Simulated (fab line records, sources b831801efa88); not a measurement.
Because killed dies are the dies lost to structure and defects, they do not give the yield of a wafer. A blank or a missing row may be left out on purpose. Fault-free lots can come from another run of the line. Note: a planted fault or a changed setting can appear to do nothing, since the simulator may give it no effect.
A struck lot beside a sound one + flow sky130 + 15 out of 708 route steps
Sound: wafers L147.2, L147.3, L147.5. The struck wafers were L164.2, L164.3, L164.6. The cause is named last.
At each step with rows: each side's tool, then ch and its chambers, then its first start. Under that, the readings that differ: sound wafers + struck wafers + difference of the means + sigmas: that difference in standard deviations of wafers without a fault.
alike: readings whose means differ by less than 2 such deviations, and words and numbers that are the same on both sides. not compared: withheld readings, readings that some wafer has no value for, bounds like >300 that may hide the same value, and numbers for which the record gives no deviation and whose values overlap.
The two part at a step that has a row with sigmas, a row that says differs or no value, or rows on one side only. Numbers that have no deviation but don't overlap get no sigmas and don't part them. Lack of a reading on every wafer of one side parts them only where that side has two or more wafers.

first, 2 steps without rows for these wafers: SKY_METAL2_CLEAN_23 (cleans in O3/DIW); SKY_VIA2_HDPCVD_00 (deposits SiO2, target thk 1180 nm, time 196.7 s).
SKY_VIA2_THK_MEAS_01:
  sound on film_metro-02, day 36 14:08; struck on film_metro-01, day 41 20:59
  alike: VIA2_HDPCVD_THK
SKY_VIA2_CMP_02: polishes SiO2.
  sound on cmp-02 ch 1,3, day 36 14:11; struck on cmp-01 ch 0,1,3, day 41 21:05
  alike: motor_current_A
SKY_VIA2_BOW_MEAS_03:
  sound on film_metro-04, day 36 14:30; struck on film_metro-02, day 41 21:21
  alike: VIA2_BOW
then, 7 steps without rows for these wafers: SKY_VIA2_DEHYDRATE_04 (time 60 s); SKY_VIA2_HMDS_05 (prime time 60 s); SKY_VIA2_COAT_06 (resist thk 60 nm); SKY_VIA2_COAT_07 (resist thk 450 nm); SKY_VIA2_SOFTBAKE_08 (time 90 s); SKY_VIA2_EXPOSE_09 (exposes mask VIM2, target cd 200 nm); SKY_VIA2_PEB_10.
SKY_VIA2_DEVELOP_11: develop time 60 s.
  sound on litho_track-03 ch 0, day 37 16:00; struck on litho_track-04 ch 0, day 42 20:00
| reading              | sound             | struck            | difference | sigmas |
|----------------------|-------------------|-------------------|------------|--------|
| developer_temp_C (C) | 21.07 21.08 20.98 | 20.12 20.08 20.29 | -0.88      | -9     |
  alike: chill_plate_temp_C
SKY_VIA2_CD_MEAS_12: target cd 200 nm.
  sound on cd_sem-01, day 37 16:41; struck on cd_sem-01, day 42 21:06
  alike: cd_nm
-- the record jumps here: 8 days lie between the struck wafers' starts before and after (it left off in module VIA2 and takes up again in module PAD_OPEN, whose first step shown is number 708 of the route) --
SKY_PAD_OPEN_PROBE_99:
  sound on prober-01, day 46 21:50; struck on prober-01, day 50 19:53
  alike: defect_limited_yield, killed_at_M0_to_M3, killed_at_M4_up, killed_at_contacts, killed_at_front_end, killed_at_other, killed_dies, killed_open, killed_short, sort_bin_3_pad_short, sort_bin_5_function, sort_bin_6_memory, sort_n_pass, sort_yield_pct

## WHERE THEY PART
Only at SKY_VIA2_DEVELOP_11, within this record. Later steps at which nothing parts them and some readings are alike: SKY_VIA2_CD_MEAS_12, SKY_PAD_OPEN_PROBE_99.

WHY: what had been put in by the simulator
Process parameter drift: litho_track-04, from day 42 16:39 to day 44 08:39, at SKY_VIA2_DEVELOP_11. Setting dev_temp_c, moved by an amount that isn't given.
